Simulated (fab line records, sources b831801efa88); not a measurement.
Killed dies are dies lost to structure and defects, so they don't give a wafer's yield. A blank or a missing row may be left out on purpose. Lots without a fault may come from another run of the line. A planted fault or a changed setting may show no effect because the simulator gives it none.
fab line records | flow sky130
record lots=5 wafers=15 last_day=50
route steps=708 shown METAL4@627 VIA4@639 METAL5@661 PAD_OPEN@708
lots that met no fault: from a run of the same line without faults
start_h: hours from the record's first day to the start of the lot's first wafer shown | wait_h: hours since the lot's step before | " the same as in the row above | L1.1+2: a row that stands for several wafers | - no value, or no start given | * or withheld: withheld | < > ~ a bound
route shown NAME@n: a module of which the file shows steps, and the number in the route of the first | usual: mean/standard deviation of fault-free wafers | same: alike in all rows | chamber/n: place in a boat | sites: the reading at each site | _std_site: their standard deviation | _edge_site: outer sites' mean less inner sites' | radius_mm: how far each site lies from the wafer's centre | mask NAME#n: copy n | behind: the tool/chamber that last shaped the wafer | hold: why the lot was held/for how many hours/how that ended | device: the transistor (n, p or np) that didn't switch | end of line: the same wafers' tests at the end of the route | a step without rows: its recipe alone | killed: dies lost to structure and defects at the first sort, not the wafer's yield | map: a wafer's dies, x killed, . not, _ none there
set.NAME: the setting as run; set.NAME@STEP: as run at that earlier step | model.NAME: the simulator's own value behind a step, which no gauge read
lots at some steps of the route; a table a step, a row a wafer
services: from which hour (start_h, from the record's first day; less than 0 if before it) a tool's chamber was out of use, for how many hours, and why
## steps
# step SKY_METAL4_PEB_11
# recipe peb_temp_c=withheld peb_time_s=withheld resist=KrF-thick
# step SKY_METAL4_DEVELOP_12
# recipe develop_time_s=60 resist=KrF-thick dev_temp_c=21
# step SKY_METAL4_CD_MEAS_13
# recipe target_cd_nm=300
# usual cd_nm=300.3/1.5
# columns lot.wafer tool chamber start_h wait_h cd_nm
L774.2 cd_sem-02 - 1022.46 - 299.6
L774.3 " - " " 299.4
L774.6 " - " " 300.0
L778.3 cd_sem-01 - 1038.84 - 297.8
L778.4 " - " " 297.2
L778.5 " - " " 297.2
L783.1 cd_sem-02 - 1067.50 - 299.9
L783.4 " - " " 300.5
L783.6 " - " " 302.2
L787.1 cd_sem-02 - 1107.64 - 301.9
L787.4 " - " " 301.5
L787.6 " - " " 301.4
L791.2 cd_sem-02 - 1115.08 - 300.0
L791.3 " - " " 299.1
L791.6 " - " " 301.1
# step SKY_METAL4_OVL_MEAS_14
# usual METAL4_OVL=-3/5
# columns lot.wafer tool chamber start_h wait_h METAL4_OVL[nm]
L774.2 overlay-01 - 1022.56 0.1 0
L774.3 " - " " -3
L774.6 " - " " 0
L778.3 overlay-01 - 1038.94 0.1 1
L778.4 " - " " -1
L778.5 " - " " 4
L783.1 overlay-02 - 1067.62 0.1 0
L783.4 " - " " -4
L783.6 " - " " -3
L787.1 overlay-02 - 1107.76 0.1 -1
L787.4 " - " " 3
L787.6 " - " " -4
L791.2 overlay-01 - 1115.18 0.1 -3
L791.3 " - " " -7
L791.6 " - " " 0
# step SKY_METAL4_DESCUM_15
# recipe chemistry=O2 source_power_w=150 bias_power_w=0 pressure_mtorr=10 temp_c=40 time_s=8
# step SKY_METAL4_ETCH_16
# recipe chemistry=N2/H2 target=BARC ion_energy_ev=200 bias_w=100 pressure_mtorr=30 n2_flow_sccm=100 h2_flow_sccm=200 icp_w=500 stop_on=SiO2 time_s=88.2 target_depth_a=600
# step SKY_METAL4_ETCH_17
# recipe target=SiO2 stop_on=TiN chemistry=C4F8/O2/Ar source_w=1500 bias_w=1200 pressure_mtorr=40 c4f8_flow_sccm=withheld O2_flow_sccm=6 Ar_flow_sccm=300 time_s=3.9 target_depth_a=150
# step SKY_METAL4_METAL_ETCH_18
# recipe target_depth_a=8450 stop_on=SiO2 over_etch_frac=0.3 time_s=183.1 chemistry=Cl2/BCl3 resist_sidewall_deg=88 pressure_mtorr=10 icp_w=900 bias_w=48.5 Cl2_flow_sccm=60 bcl3_flow_sccm=30
# step SKY_METAL4_STRIP_19
# recipe chemistry=O2/N2 power_w=1400 pressure_mtorr=1500 platen_temp_c=withheld o2_flow_sccm=3000 n2_flow_sccm=300 overash_fraction=0.5
# step SKY_METAL4_STRIP_20
# recipe chemistry=post_etch_residue_remover time_s=1200 temp_c=72.5
# step SKY_METAL4_CLEAN_21
# recipe chemistry=IPA time_s=180 temp_c=25
# step SKY_METAL4_CLEAN_22
# recipe chemistry=O3/DIW dry=n2_spin
# step SKY_VIA4_HDPCVD_00
# recipe material=SiO2 target_thk_nm=1750 sigma_open_frac=0.3 time_s=291.7 temp_c=400 sih4_flow_sccm=60 pressure_mtorr=6
# columns lot.wafer tool chamber start_h wait_h
L774.2+3+6 hdpcvd-02 2,0,0 1023.55 0.0
L778.3+4+5 hdpcvd-01 2,0,2 1039.94 0.0
L783.1+4+6 hdpcvd-01 0,2,1 1068.62 0.0
L787.1+4+6 hdpcvd-02 0,1,0 1108.76 0.0
L791.2+3+6 hdpcvd-01 2,1,1 1116.93 0.0
# step SKY_VIA4_THK_MEAS_01
# recipe reads=SiO2_of_VIA4_HDPCVD_00
# usual VIA4_HDPCVD_THK=1743/18
# columns lot.wafer tool chamber start_h wait_h VIA4_HDPCVD_THK[nm]
L774.2 film_metro-04 - 1023.74 0.1 1729
L774.3 " - " " 1755
L774.6 " - " " 1753
L778.3 film_metro-02 - 1040.13 0.1 1726
L778.4 " - " " 1734
L778.5 " - " " 1768
L783.1 film_metro-03 - 1068.80 0.1 1759
L783.4 " - " " 1748
L783.6 " - " " 1744
L787.1 film_metro-03 - 1108.94 0.1 1736
L787.4 " - " " 1746
L787.6 " - " " 1752
L791.2 film_metro-03 - 1117.25 0.2 1726
L791.3 " - " " 1705
L791.6 " - " " 1729
# step SKY_VIA4_CMP_02
# recipe material=SiO2 down_force_psi=4 platen_rpm=60 pad_velocity_m_s=0.94248
# step SKY_VIA4_BOW_MEAS_03
# recipe mode=bow
# usual VIA4_BOW=78/9
# columns lot.wafer tool chamber start_h wait_h VIA4_BOW[um]
L774.2 film_metro-02 - 1024.11 0.3 84
L774.3 " - " " 66
L774.6 " - " " 78
L778.3 film_metro-02 - 1040.51 0.3 73
L778.4 " - " " 73
L778.5 " - " " 74
L783.1 film_metro-02 - 1069.17 0.1 79
L783.4 " - " " 83
L783.6 " - " " 85
L787.1 film_metro-02 - 1109.30 0.1 75
L787.4 " - " " 79
L787.6 " - " " 77
L791.2 film_metro-03 - 1117.71 0.3 76
L791.3 " - " " 79
L791.6 " - " " 83
# step SKY_VIA4_DEHYDRATE_04
# recipe temp_c=200 time_s=60
# step SKY_VIA4_HMDS_05
# recipe prime_time_s=60 prime_temp_c=120
# step SKY_VIA4_COAT_06
# recipe resist=NOVOLAK spin_rpm=3000 resist_thk_nm=1140
# step SKY_VIA4_SOFTBAKE_07
# recipe temp_c=90 time_s=60 resist=NOVOLAK
# step SKY_VIA4_EXPOSE_08
# recipe mask_id=VIM4 na=0.6 source_shape=conventional sigma_outer=0.6 polarization=unpolarized target_cd_nm=800 dose_mj=132
# step SKY_VIA4_PEB_09
# recipe temp_c=withheld time_s=* resist=NOVOLAK
# step SKY_VIA4_DEVELOP_10
# recipe resist=NOVOLAK developer=TMAH develop_time_s=60 dev_temp_c=23
# step SKY_VIA4_OVL_MEAS_11
# usual VIA4_OVL=-0.1/1.6
# columns lot.wafer tool chamber start_h wait_h VIA4_OVL[nm]
L774.2 overlay-02 - 1046.81 0.1 2.0
L774.3 " - " " 1.4
L774.6 " - " " 2.9
L778.3 overlay-02 - 1062.40 0.1 -0.6
L778.4 " - " " 0.0
L778.5 " - " " 0.1
L783.1 overlay-01 - 1089.88 0.1 3.2
L783.4 " - " " 2.5
L783.6 " - " " 1.2
L787.1 overlay-02 - 1129.06 0.1 -0.2
L787.4 " - " " 0.7
L787.6 " - " " 0.4
L791.2 overlay-02 - 1136.54 0.1 -2.1
L791.3 " - " " -1.8
L791.6 " - " " -2.0
# step SKY_VIA4_ETCH_12
# recipe target=SiO2 chemistry=C4F8/O2/Ar stop_on=TiN mask_material=NOVOLAK source_w=1500 bias_w=1200 pressure_mtorr=40 c4f8_flow_sccm=withheld O2_flow_sccm=6 Ar_flow_sccm=300 time_s=withheld target_depth_a=5800
# usual oes_product_au=0.925/0.0049
# columns lot.wafer tool chamber start_h wait_h oes_product_au
L774.2 rie_diel-04 1 1046.84 0.0 0.922
L774.3 " 0 " " 0.926
L774.6 " 2 " " 0.934
L778.3 rie_diel-04 3 1062.42 0.0 0.921
L778.4 " 1 " " 0.924
L778.5 " 3 " " 0.926
L783.1 rie_diel-03 0 1089.92 0.0 0.930
L783.4 " 2 " " 0.920
L783.6 " 0 " " 0.928
L787.1 rie_diel-04 3 1129.09 0.0 0.926
L787.4 " 0 " " 0.923
L787.6 " 0 " " 0.928
L791.2 rie_diel-02 0 1136.57 0.0 0.928
L791.3 " 3 " " 0.917
L791.6 " 3 " " 0.921
# step SKY_VIA4_STRIP_13
# recipe chemistry=O2/N2 power_w=1400 pressure_mtorr=1500 platen_temp_c=withheld o2_flow_sccm=3000 n2_flow_sccm=300 overash_fraction=0.5
# usual drypump_motor_current_A=5.7/0.44 oes_product_au=0.710/0.0047 strip_time_to_endpoint_s=12.79/0.033
# columns lot.wafer tool chamber start_h wait_h drypump_motor_current_A oes_product_au rf_hours_counter_h strip_time_to_endpoint_s
L774.2 plasma_asher-04 1 1046.91 - 5.6 0.712 29 12.75
L774.3 " 0 " " 6.0 0.703 - 12.81
L774.6 " 0 " " 5.9 0.714 - 12.77
L778.3 plasma_asher-03 0 1062.53 - 5.9 0.711 - 12.81
L778.4 " 1 " " 6.2 0.714 - 12.76
L778.5 " 1 " " 6.2 0.719 - 12.79
L783.1 plasma_asher-03 0 1089.99 - 5.9 0.708 68 12.71
L783.4 " 0 " " 5.9 0.705 - 12.79
L783.6 " 0 " " 5.9 0.709 - 12.72
L787.1 plasma_asher-02 0 1129.16 - 5.5 0.711 100 12.80
L787.4 " 1 " " 4.9 0.708 - 12.76
L787.6 " 0 " " 5.5 0.713 - 12.83
L791.2 plasma_asher-02 1 1136.68 - 4.9 0.711 100 12.82
L791.3 " 0 " " 5.5 0.713 - 12.81
L791.6 " 1 " " 4.9 0.718 - 12.81
# step SKY_VIA4_STRIP_14
# recipe chemistry=post_etch_residue_remover time_s=1200 temp_c=72.5
# step SKY_VIA4_CLEAN_15
# recipe chemistry=IPA time_s=180 temp_c=25
# step SKY_VIA4_CLEAN_16
# recipe chemistry=O3/DIW dry=n2_spin
# step SKY_VIA4_SPUTTER_17
# recipe material=TiN target_thk_nm=20 chamber_pressure_pa=5 power_w=4000 time_s=80
# step SKY_VIA4_CVD_18
# recipe material=W target_thk_nm=505 time_s=152.14 temp_c=400 pressure_torr=40
# usual heater_power_w=877/120
# columns lot.wafer tool chamber start_h wait_h heater_power_w
L774.2 cvd_w-02 0 1047.57 0.0 1013
L774.3 " 1 " " 736
L774.6 " 0 " " 1035
L778.3 cvd_w-02 1 1063.20 0.1 745
L778.4 " 0 " " 1032
L778.5 " 0 " " 1009
L783.1 cvd_w-02 1 1091.14 0.0 756
L783.4 " 1 " " 731
L783.6 " 1 " " 762
L787.1 cvd_w-01 1 1129.82 0.0 948
L787.4 " 1 " " 960
L787.6 " 0 " " 748
L791.2 cvd_w-01 1 1137.34 0.0 969
L791.3 " 0 " " 770
L791.6 " 0 " " 768
# step SKY_VIA4_RS_MEAS_19
# recipe thk_meas_gauge=four-point-probe reads=W_of_VIA4_CVD_18+TiN_of_VIA4_SPUTTER_17
# usual VIA4_W_RS=0.2276/0.0028
# columns lot.wafer tool chamber start_h wait_h VIA4_W_RS[ohm/sq]
L774.2 film_metro-04 - 1047.74 0.1 0.2271
L774.3 " - " " 0.2289
L774.6 " - " " 0.2271
L778.3 film_metro-03 - 1063.34 0.1 0.2265
L778.4 " - " " 0.2241
L778.5 " - " " 0.2231
L783.1 film_metro-04 - 1091.29 0.1 0.2300
L783.4 " - " " 0.2274
L783.6 " - " " 0.2285
L787.1 film_metro-02 - 1129.97 0.1 0.2372
L787.4 " - " " 0.2340
L787.6 " - " " 0.2303
L791.2 film_metro-02 - 1137.51 0.1 0.2298
L791.3 " - " " 0.2265
L791.6 " - " " 0.2257
# step SKY_VIA4_THK_MEAS_20
# recipe thk_meas_gauge=xrf reads=W_of_VIA4_CVD_18
# usual VIA4_W_THK=507/8.3
# columns lot.wafer tool chamber start_h wait_h VIA4_W_THK[nm]
L774.2 film_metro-04 - 1047.85 0.1 508
L774.3 " - " " 501
L774.6 " - " " 505
L778.3 film_metro-03 - 1063.44 0.1 506
L778.4 " - " " 515
L778.5 " - " " 518
L783.1 film_metro-04 - 1091.41 0.1 506
L783.4 " - " " 515
L783.6 " - " " 511
L787.1 film_metro-02 - 1130.09 0.1 485
L787.4 " - " " 492
L787.6 " - " " 498
L791.2 film_metro-02 - 1137.62 0.1 499
L791.3 " - " " 508
L791.6 " - " " 510
# step SKY_VIA4_CMP_21
# recipe stop_on=SiO2 t_overpolish_s=25 down_force_psi=3.5 platen_rpm=60 target_thk_nm=0 pad_velocity_m_s=0.94248
# usual motor_current_A=11.8/0.83 overpolish_run_s=25.000/0.008 time_to_endpoint_s=121/4.6
# columns lot.wafer tool chamber start_h wait_h motor_current_A overpolish_run_s time_to_endpoint_s
L774.3 cmp-02 1 1048.15 0.3 11.4 24.993 126
L774.2 " 3 " " 12.8 24.992 122
L774.6 " 1 " " 10.7 24.990 125
L778.4 cmp-02 3 1063.53 0.1 12.0 25.002 119
L778.3 " 1 " " 10.4 24.999 124
L778.5 " 2 " " 11.8 24.997 124
L783.1 cmp-01 1 1091.57 0.1 12.9 24.994 117
L783.4 " 2 " " 11.4 24.999 124
L783.6 " 3 " " 11.5 25.001 113
L787.4 cmp-02 2 1130.20 0.1 12.6 24.990 118
L787.1 " 0 " " 10.8 25.010 116
L787.6 " 2 " " 11.3 24.993 120
L791.3 cmp-01 3 1137.67 0.0 11.8 24.984 117
L791.2 " 2 " " 12.0 24.993 126
L791.6 " 3 " " 12.1 25.004 118
# step SKY_METAL5_SPUTTER_00
# recipe material=Ti target_thk_nm=15 power_w=3000 time_s=10 chamber_pressure_pa=0.4
# step SKY_METAL5_SPUTTER_01
# recipe material=TiN target_thk_nm=20 power_w=6500 time_s=16.7 chamber_pressure_pa=0.4
# step SKY_METAL5_SPUTTER_02
# recipe material=AlCu target_thk_nm=1150 power_w=10600 time_s=61.2 chamber_pressure_pa=0.4
# usual throttle_valve_pct=29.7/0.89
# columns lot.wafer tool chamber start_h wait_h throttle_valve_pct
L774.2 pvd_sputter-02 - 1048.45 0.0 29.3
L774.3 " - " " 28.5
L774.6 " - " " 29.5
L778.3 pvd_sputter-04 - 1063.83 0.0 31.5
L778.4 " - " " 29.9
L778.5 " - " " 31.9
L783.1 pvd_sputter-02 - 1091.82 0.0 29.3
L783.4 " - " " 30.5
L783.6 " - " " 30.4
L787.1 pvd_sputter-04 - 1130.50 0.0 30.3
L787.4 " - " " 31.6
L787.6 " - " " 29.7
L791.2 pvd_sputter-04 - 1138.02 0.0 30.2
L791.3 " - " " 31.6
L791.6 " - " " 30.2
# step SKY_METAL5_SPUTTER_03
# recipe material=Ti target_thk_nm=5 power_w=3000 time_s=3.3 chamber_pressure_pa=0.4
# step SKY_METAL5_SPUTTER_04
# recipe material=TiN target_thk_nm=70 power_w=6367 time_s=58.3 chamber_pressure_pa=0.4
# step SKY_METAL5_RS_MEAS_05
# recipe thk_meas_gauge=four-point-probe reads=TiN_of_METAL5_SPUTTER_04+Ti_of_METAL5_SPUTTER_03+AlCu_of_METAL5_SPUTTER_02+TiN_of_METAL5_SPUTTER_01+Ti_of_METAL5_SPUTTER_00
# usual METAL5_ALCU_RS=0.0270/0.00031
# columns lot.wafer tool chamber start_h wait_h METAL5_ALCU_RS[ohm/sq]
L774.2 film_metro-04 - 1048.59 0.0 0.0266
L774.3 " - " " 0.0264
L774.6 " - " " 0.0266
L778.3 film_metro-03 - 1063.99 0.1 0.0271
L778.4 " - " " 0.0265
L778.5 " - " " 0.0269
L783.1 film_metro-03 - 1091.94 0.0 0.0271
L783.4 " - " " 0.0268
L783.6 " - " " 0.0267
L787.1 film_metro-01 - 1130.62 0.0 0.0270
L787.4 " - " " 0.0273
L787.6 " - " " 0.0267
L791.2 film_metro-03 - 1138.15 0.0 0.0268
L791.3 " - " " 0.0268
L791.6 " - " " 0.0265
# step SKY_METAL5_THK_MEAS_06
# recipe thk_meas_gauge=xrf reads=AlCu_of_METAL5_SPUTTER_02
# usual METAL5_ALCU_THK=1151/14
# columns lot.wafer tool chamber start_h wait_h METAL5_ALCU_THK[nm]
L774.2 film_metro-04 - 1048.70 0.1 1161
L774.3 " - " " 1181
L774.6 " - " " 1167
L778.3 film_metro-03 - 1064.09 0.1 1155
L778.4 " - " " 1183
L778.5 " - " " 1166
L783.1 film_metro-03 - 1092.06 0.1 1151
L783.4 " - " " 1156
L783.6 " - " " 1162
L787.1 film_metro-01 - 1130.74 0.1 1158
L787.4 " - " " 1144
L787.6 " - " " 1163
L791.2 film_metro-03 - 1138.26 0.1 1168
L791.3 " - " " 1158
L791.6 " - " " 1174
# step SKY_METAL5_DEHYDRATE_07
# recipe temp_c=200 time_s=60
# step SKY_PAD_OPEN_PROBE_99
# usual defect_limited_yield=82.3/2 killed_at_M0_to_M3=44/7.8 killed_at_M4_up=2.9/1.7 killed_at_contacts=24/5.4 killed_at_front_end=15/4.5 killed_at_other=0.3/0.55 killed_dies=87/10 killed_open=48/7.4 killed_short=39/5.9 sort_bin_3_pad_short=0.9/0.42 sort_bin_5_function=10.4/1.5 sort_bin_6_memory=6.4/1.2 sort_n_pass=405/10 sort_yield_pct=82.3/2
# same gross_dies=492 killed_at_back_side=0 sort_bin_4_leakage[%]=0 sort_bin_8_speed[%]=0
# columns lot.wafer tool chamber start_h wait_h hold defect_limited_yield[%] killed_at_M0_to_M3 killed_at_M4_up killed_at_contacts killed_at_front_end killed_at_other killed_dies killed_open killed_short sort_bin_3_pad_short[%] sort_bin_5_function[%] sort_bin_6_memory[%] sort_n_pass sort_yield_pct[%] model.etest.tester.sort_n_pass model.etest.tester.sort_yield_pct model.etest.tester.sort_bin_5_pct model.etest.tester.sort_bin_3_pct
L774.2 prober-01 - 1114.52 0.1 - 80.7 36 2 34 21 2 95 48 47 1.0 11.8 6.5 397 80.7 397 80.69 11.79 1.016
L774.3 prober-01 - 1114.57 0.2 - 82.1 40 2 21 25 0 88 43 45 1.0 10.8 6.1 404 82.1 404 82.11 10.77 1.016
L774.6 prober-01 - 1114.72 0.2 - 81.3 35 3 29 25 0 92 51 41 1.2 11.0 6.5 400 81.3 400 81.3 10.98 1.22
L778.3 prober-01 - 1127.30 0.2 - 83.5 38 2 25 16 0 81 37 44 0.8 10.2 5.5 411 83.5 411 83.54 10.16 0.813
L778.4 prober-01 - 1127.35 0.2 - 84.1 40 3 17 18 0 78 39 39 0 12.0 3.9 414 84.1 414 84.15 11.99 0
L778.5 prober-01 - 1127.40 0.2 - 80.7 56 2 24 13 0 95 48 47 1.4 10.8 7.1 397 80.7 397 80.69 10.77 1.423
L783.1 prober-01 - 1152.32 0.1 - 83.9 53 0 16 10 0 79 45 34 0.6 8.5 6.9 413 83.9 413 83.94 8.537 0.6098
L783.4 prober-01 - 1152.47 0.2 - 83.9 51 1 16 10 1 79 41 38 1.2 9.3 5.5 413 83.9 413 83.94 9.35 1.22
L783.6 prober-01 - 1152.57 0.2 - 79.3 54 1 26 19 2 102 63 39 1.0 12.4 7.3 390 79.3 390 79.27 12.4 1.016
L787.1 prober-01 - 1186.12 0.1 await_dispo/3.2h/release 82.9 48 3 21 11 1 84 49 35 0.6 10.8 5.7 408 82.9 408 82.93 10.77 0.6098
L787.4 prober-01 - 1186.27 0.2 await_dispo/3.2h/release 75.4 31 55 21 14 0 121 39 31 4.1 14.2 6.3 371 75.4 371 75.41 14.23 4.065
L787.6 prober-01 - 1186.37 0.2 await_dispo/3.2h/release 85.8 39 4 18 9 0 70 37 33 0 7.7 6.5 422 85.8 422 85.77 7.724 0
L791.2 prober-02 - 1192.57 0.1 - 83.1 46 6 20 10 1 83 42 41 1.2 10.8 4.9 409 83.1 409 83.13 10.77 1.22
L791.3 prober-02 - 1192.62 0.2 - 85.0 32 4 23 15 0 74 38 36 0.6 9.1 5.3 418 85.0 418 84.96 9.146 0.6098
L791.6 prober-02 - 1192.77 0.2 - 77.8 66 4 26 13 0 109 60 49 1.0 12.0 9.1 383 77.8 383 77.85 11.99 1.016
# killed by level:class
L774.2 CONTACT:geometric_particle:open=10 FIELD_ISO:geometric_particle:open=8 LOCAL_INTERCONNECT:geometric_particle:short=8 CONTACT:geometric_particle:short=8 METAL1:geometric_particle:short=6 VIA1:geometric_particle:open=6 VIA1:geometric_particle:short=6 LI_CONTACT:geometric_particle:open=5
L774.3 VIA1:geometric_particle:open=11 POLY_GATE:geometric_particle:short=9 CONTACT:geometric_particle:open=9 FIELD_ISO:geometric_particle:short=5 VIA1:geometric_particle:short=5 METAL2:geometric_particle:short=5 VIA3:geometric_particle:open=5 LOCAL_INTERCONNECT:geometric_particle:short=4
L774.6 VIA1:geometric_particle:open=10 LI_CONTACT:geometric_particle:open=9 POLY_GATE:geometric_particle:open=8 CONTACT:geometric_particle:open=7 CONTACT:geometric_particle:short=6 METAL1:geometric_particle:short=6 FIELD_ISO:geometric_particle:short=5 FIELD_ISO:geometric_particle:open=5
L778.3 VIA1:geometric_particle:open=11 CONTACT:geometric_particle:short=9 METAL2:geometric_particle:short=6 CONTACT:geometric_particle:open=6 VIA1:geometric_particle:short=6 FIELD_ISO:geometric_particle:open=4 LI_CONTACT:geometric_particle:open=4 METAL1:geometric_particle:short=4
L778.4 VIA1:geometric_particle:open=8 POLY_GATE:geometric_particle:open=6 METAL1:geometric_particle:short=6 FIELD_ISO:geometric_particle:short=5 FIELD_ISO:geometric_particle:open=5 VIA2:geometric_particle:open=5 LI_CONTACT:geometric_particle:short=4 METAL2:geometric_particle:short=4
L778.5 CONTACT:geometric_particle:open=11 VIA1:geometric_particle:open=11 VIA2:geometric_particle:open=10 METAL1:geometric_particle:short=8 VIA1:geometric_particle:short=7 POLY_GATE:geometric_particle:short=5 VIA3:geometric_particle:open=5 METAL2:geometric_particle:short=5
L783.1 VIA1:geometric_particle:open=17 METAL1:geometric_particle:short=7 LI_CONTACT:geometric_particle:open=6 CONTACT:geometric_particle:open=6 VIA1:geometric_particle:short=6 METAL2:geometric_particle:short=6 VIA2:geometric_particle:open=5 FIELD_ISO:geometric_particle:short=3
L783.4 VIA1:geometric_particle:open=13 METAL1:geometric_particle:short=8 VIA2:geometric_particle:open=7 VIA1:geometric_particle:short=6 FIELD_ISO:geometric_particle:short=3 FIELD_ISO:geometric_particle:open=3 LI_CONTACT:geometric_particle:short=3 LI_CONTACT:geometric_particle:open=3
L783.6 VIA1:geometric_particle:open=13 CONTACT:geometric_particle:open=11 VIA3:geometric_particle:open=11 LI_CONTACT:geometric_particle:open=9 METAL1:geometric_particle:short=8 FIELD_ISO:geometric_particle:short=7 VIA1:geometric_particle:short=6 VIA2:geometric_particle:short=5
L787.1 VIA1:geometric_particle:open=13 VIA3:geometric_particle:open=8 LI_CONTACT:geometric_particle:open=6 CONTACT:geometric_particle:open=6 LOCAL_INTERCONNECT:geometric_particle:short=5 VIA2:geometric_particle:open=5 METAL2:geometric_particle:short=4 VIA3:geometric_particle:short=4
L787.4 VIA4:unspecified=51 CONTACT:geometric_particle:open=12 VIA1:geometric_particle:open=7 POLY_GATE:geometric_particle:short=5 VIA1:geometric_particle:short=5 VIA3:geometric_particle:open=5 LI_CONTACT:geometric_particle:open=4 METAL4:geometric_particle:short=4
L787.6 METAL1:geometric_particle:short=8 CONTACT:geometric_particle:open=7 VIA1:geometric_particle:open=7 VIA3:geometric_particle:open=6 LI_CONTACT:geometric_particle:open=5 CONTACT:geometric_particle:short=3 VIA1:geometric_particle:short=3 METAL2:geometric_particle:short=3
L791.2 VIA3:geometric_particle:open=9 METAL2:geometric_particle:short=8 VIA2:geometric_particle:open=8 LI_CONTACT:geometric_particle:open=7 CONTACT:geometric_particle:open=6 FIELD_ISO:geometric_particle:short=5 VIA1:geometric_particle:open=5 METAL4:geometric_particle:short=5
L791.3 VIA1:geometric_particle:open=7 LI_CONTACT:geometric_particle:open=6 VIA3:geometric_particle:open=6 CONTACT:geometric_particle:short=5 CONTACT:geometric_particle:open=5 FIELD_ISO:geometric_particle:short=4 FIELD_ISO:geometric_particle:open=3 POLY_GATE:geometric_particle:open=3
L791.6 VIA3:geometric_particle:open=15 VIA1:geometric_particle:open=11 METAL2:geometric_particle:short=10 CONTACT:geometric_particle:open=8 LI_CONTACT:geometric_particle:open=7 VIA2:geometric_particle:open=7 VIA3:geometric_particle:short=7 LOCAL_INTERCONNECT:geometric_particle:short=5
# map L787.4 (x killed, . not)
__________.x.....x.x_________
________.............._______
______.x...xx..........._____
_____...x.......x........____
____x....x..xx........x...___
___xx......................__
__....x.x..xx..x...x........_
_.x....................x.....
_..xx.........xx.xx........x.
_.....x..x....x..............
_xx..x.............x....x..x.
_..xx.....x..x...x.x.x.......
_.xxx..x...x.......x...x.....
_.......x.....x.......x.....x
_...x.............x.......x..
__......x.......xx.x.xx..xx._
___.....xx....xxxxxxxx.....__
____............xxxxxxxx..___
_____.........x.xxxxxxxx.____
______.......xxxxxxxxxxx_____
________......xxxxxxxx_______
__________..x.xxxxxx_________
# map L774.2 (x killed, . not)
__________....xx..x._________
________......xx......_______
______....x...x.......x._____
_____..x.................____
____x..xx.....x...........___
___.x........x.x.......x.x.__
__.................xx......._
_.....x.x..x..x..............
_.x....x..xx...x.......x..x..
_x..................x..x.....
_...x..xx....x.....x.........
_..x...x.....x..x.xxx........
_...x.............x.x.x..x...
_x.x.........x......x......x.
_x..........x....x..xx..x.x.x
__....x...xx..x...x....xx.xx_
___..x..x..x....x...xxx....__
____.x.x..x.....x.x.......___
_____.x.....xx...........____
______x..........x....x._____
________....x....x..xx_______
__________.........._________
## services
# columns tool chamber start_h hours kind
cmp-01 - 1013.92 2.5 repair
rie_diel-03 2 1016.50 4.0 repair
rie_diel-04 1 1018.23 3.6 repair
cmp-02 - 1018.50 0.5 repair
pvd_sputter-02 - 1020.01 3.4 repair
rie_diel-02 - 1020.69 0.6 repair
rie_diel-03 1 1037.33 15.0 repair
rie_diel-02 - 1041.94 0.3 repair
cmp-01 - 1051.35 5.8 pm
hdpcvd-01 - 1076.39 0.9 repair
cvd_w-01 - 1077.57 1.7 repair
rie_diel-04 - 1078.43 0.2 repair
cvd_w-02 - 1079.26 6.0 pm
cmp-01 - 1084.00 4.0 pm
pvd_sputter-02 - 1085.32 1.9 repair
plasma_asher-04 - 1087.52 13.0 repair
rie_diel-03 0 1092.17 6.4 repair
plasma_asher-04 - 1102.71 15.6 pm
rie_diel-02 - 1110.61 14.6 pm
hdpcvd-01 0 1112.40 20.5 repair
cmp-02 - 1119.93 4.3 pm
plasma_asher-02 - 1121.12 0.7 repair
rie_diel-02 2 1130.62 6.9 repair
rie_diel-02 1 1136.46 11.2 repair
## key
first_sign step=SKY_PAD_OPEN_PROBE_99 reading=killed_at_M4_up direction=up sigmas=30 usual=2.9 struck=55
effect step=SKY_PAD_OPEN_PROBE_99 reading=sort_bin_3_pad_short direction=up sigmas=7.6 usual=0.9 struck=4.1
model_effect step=SKY_PAD_OPEN_PROBE_99 value=etest.tester.sort_n_pass without=417 struck=371
met_at SKY_VIA4_HDPCVD_00
struck_wafers L787.4
fault kind=chamber_particle_source tool=hdpcvd-02 chamber=1 onset_h=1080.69 steps=SKY_VIA4_HDPCVD_00 rate_per_visit_cm2=1.3522 end_h=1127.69
